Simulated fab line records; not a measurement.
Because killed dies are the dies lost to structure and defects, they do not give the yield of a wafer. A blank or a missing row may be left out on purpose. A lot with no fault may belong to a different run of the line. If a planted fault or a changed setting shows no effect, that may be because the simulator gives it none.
One fault through the eyes of 2 desks :: flow gf180mcu :: what lay behind the numbers comes last; until then each desk has only its own

FROM THE METROLOGY DESK
What the gauges read, lot by lot, whatever tool the lot ran on: means of the sampled wafers that have a number. If a lot's mean is further than 4 standard deviations from the usual mean, the lot is out of limits and carries the mark OUT (the distance appears in the brackets).
Columns: A = V3_W_RS at GF_V3_RS_MEAS_24, usual 0.327 ohm/sq; B = V3_W_THK at GF_V3_THK_MEAS_25, usual 360 nm; C = M4_ALCU_RS at GF_M4_RS_MEAS_05, usual 0.0696 ohm/sq; D = M4_ALCU_THK at GF_M4_THK_MEAS_06, usual 452 nm; E = cd nm at GF_M4_CD_MEAS_14, usual 279.9 nm; F = M4_OVL at GF_M4_OVL_MEAS_15, usual 0 nm
lot: L935
first seen here: day 24 02:32
A: 0.324
B: 359
C: 0.0704
D: 447
E: 277.9
F: -5

lot: L942
first seen here: day 26 12:08
A: 0.329
B: 353
C: 0.0708
D: 444
E: 282.1
F: 0

lot: L946
first seen here: day 27 19:31
A: 0.328
B: 356
C: 0.0694
D: 453
E: 279.0
F: -2

lot: L951
first seen here: day 29 08:54
A: 0.323
B: 365
C: 0.0700
D: 444
E: 279.3
F: -4

lot: L953
first seen here: day 29 16:59
A: 0.327
B: 360
C: 0.0703
D: 442
E: 279.2
F: 11
Finding of this desk: none of the 5 lots has anything out of limits.

FOR THE TOOL OWNER'S DESK: litho track-01
The tool's own readings at GF_M4_COAT_09 (resist thk 1000 nm): means of the sampled wafers that have a number, for each lot that ran on this tool. If a lot's mean is further than 4 standard deviations from the usual mean, the lot is out of limits and carries the mark OUT (the distance appears in the brackets).
Columns: A = resist line temp C at GF_M4_COAT_09, usual 23.01 C
lot: L935
first seen here: day 24 14:06
A: 23.01

lot: L953
first seen here: day 30 03:10
A: 23.10
Finding of this desk: none of the 2 lots has anything out of limits.

TAKEN TOGETHER
At the metrology desk, nothing out of limits was observed.
The tool owner's desk saw nothing out of limits.

WHAT THE SIMULATOR PUT IN
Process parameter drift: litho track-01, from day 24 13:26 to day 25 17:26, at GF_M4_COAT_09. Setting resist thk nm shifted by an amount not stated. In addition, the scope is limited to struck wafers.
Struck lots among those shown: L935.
